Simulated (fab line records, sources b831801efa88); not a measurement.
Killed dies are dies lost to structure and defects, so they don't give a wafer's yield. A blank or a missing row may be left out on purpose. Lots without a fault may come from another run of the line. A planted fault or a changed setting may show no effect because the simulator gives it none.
A struck lot beside a sound one | flow sky130 | 22 steps out of a route of 708
Sound: wafers L425.1, L425.3, L425.5. Struck: wafers L434.2, L434.3, L434.5. The cause comes at the end.
At each step with rows: each side's tool, then ch and its chambers, then its first start. Under that, the readings that differ: sound wafers | struck wafers | difference of the means | sigmas: that difference in standard deviations of wafers without a fault.
alike: readings whose means differ by less than 2 such deviations, and words and numbers that are the same on both sides. not compared: withheld readings, readings that some wafer has no value for, bounds like >300 that may hide the same value, and numbers for which the record gives no deviation and whose values overlap.
The two part at a step that has a row with sigmas, a row that says differs or no value, or rows on one side only. Numbers that don't overlap but have no deviation are shown without sigmas and don't part them. A reading that every wafer of one side lacks parts them only if that side has two wafers or more.

SKY_METAL4_ETCH_17: etches SiO2 in C4F8/O2/Ar, stops on TiN, time 3.9 s, target depth 15 nm.
  sound on rie_diel-03 ch 2,3, day 44 22:47; struck on rie_diel-02 ch 0,1,3, day 47 05:15
  alike: oes_product_au
  not compared: rf_hours_counter_h
SKY_METAL4_METAL_ETCH_18: etches the open film in Cl2/BCl3, stops on SiO2, target depth 845 nm, time 183.1 s.
  sound on rie_metal-01 ch 0,1, day 44 22:48; struck on rie_metal-02 ch 0,1, day 47 05:16
  alike: drypump_motor_current_A, oes_product_au, throttle_valve_pct
  not compared: rf_hours_counter_h
SKY_METAL4_STRIP_19: strips in O2/N2.
  sound on plasma_asher-02 ch 0,1, day 44 22:58; struck on plasma_asher-03 ch 0,1, day 47 05:27
  alike: drypump_motor_current_A, oes_product_au, strip_time_to_endpoint_s
  not compared: rf_hours_counter_h
then, 4 steps without rows for these wafers: SKY_METAL4_STRIP_20 (strips in post etch residue remover, time 1200 s); SKY_METAL4_CLEAN_21 (cleans in IPA, time 180 s); SKY_METAL4_CLEAN_22 (cleans in O3/DIW); SKY_VIA4_HDPCVD_00 (deposits SiO2, target thk 1750 nm, time 291.7 s).
SKY_VIA4_THK_MEAS_01:
  sound on film_metro-01, day 44 23:45; struck on film_metro-04, day 47 06:14
  alike: VIA4_HDPCVD_THK
SKY_VIA4_CMP_02: polishes SiO2.
  sound on cmp-01 ch 0,1,2, day 44 23:59; struck on cmp-02 ch 1,3, day 47 06:20
  alike: head_pressure_psi, motor_current_A, slurry_filter_dp_kPa
SKY_VIA4_BOW_MEAS_03:
  sound on film_metro-04, day 45 00:11; struck on film_metro-04, day 47 06:36
  alike: VIA4_BOW
then, 2 steps without rows for these wafers: SKY_VIA4_DEHYDRATE_04 (time 60 s); SKY_VIA4_HMDS_05 (prime time 60 s).
SKY_VIA4_COAT_06: resist thk 1140 nm.
  sound on litho_track-04 ch 0, day 45 10:13; struck on litho_track-04 ch 0, day 47 16:26
  reading                                   | sound          | struck            | difference | sigmas
  model.NOVOLAK_of_VIA4_COAT_06.thk_nm (nm) | 1141 1138 1140 | 973.9 969.2 970.4 | -168.5     |
then, 4 steps without rows for these wafers: SKY_VIA4_SOFTBAKE_07 (time 60 s); SKY_VIA4_EXPOSE_08 (exposes mask VIM4, target cd 800 nm); SKY_VIA4_PEB_09; SKY_VIA4_DEVELOP_10 (develop time 60 s).
SKY_VIA4_OVL_MEAS_11:
  sound on overlay-01, day 45 20:43; struck on overlay-01, day 48 02:39
  alike: VIA4_OVL
SKY_VIA4_ETCH_12: etches SiO2 in C4F8/O2/Ar, stops on TiN, target depth 580 nm.
  sound on rie_diel-02 ch 0,2,3, day 45 20:44; struck on rie_diel-02 ch 0,2,3, day 48 02:41
  reading                                   | sound             | struck            | difference | sigmas
  model.NOVOLAK_of_VIA4_COAT_06.thk_nm (nm) | 1013 1008 1011    | 844.7 840.7 842.3 | -168.1     |
  model.VIA4.cd_nm (nm)                     | 798.9 799.1 799.3 | 817.5 817.3 816.9 | +18.1      |
  alike: oes_product_au
SKY_VIA4_STRIP_13: strips in O2/N2.
  sound on plasma_asher-04 ch 0, day 45 20:49; struck on plasma_asher-04 ch 1, day 48 02:45
  reading                      | sound             | struck            | difference | sigmas
  oes_product_au (a.u.)        | 0.706 0.712 0.719 | 0.682 0.683 0.679 | -0.031     | -7
  strip_time_to_endpoint_s (s) | 12.81 12.85 12.78 | 10.94 10.87 10.90 | -1.91      | -53
  alike: drypump_motor_current_A
  not compared: rf_hours_counter_h
then, 1 step without rows for these wafers: SKY_VIA4_STRIP_14 (strips in post etch residue remover, time 1200 s).
SKY_PAD_OPEN_PROBE_99:
  the record has rows for the sound wafers here (prober-01, day 48 13:40) and none for the struck ones

WHERE THEY PART
First at SKY_VIA4_STRIP_13; last, within this record, at SKY_PAD_OPEN_PROBE_99.

WHY: what the simulator had put in
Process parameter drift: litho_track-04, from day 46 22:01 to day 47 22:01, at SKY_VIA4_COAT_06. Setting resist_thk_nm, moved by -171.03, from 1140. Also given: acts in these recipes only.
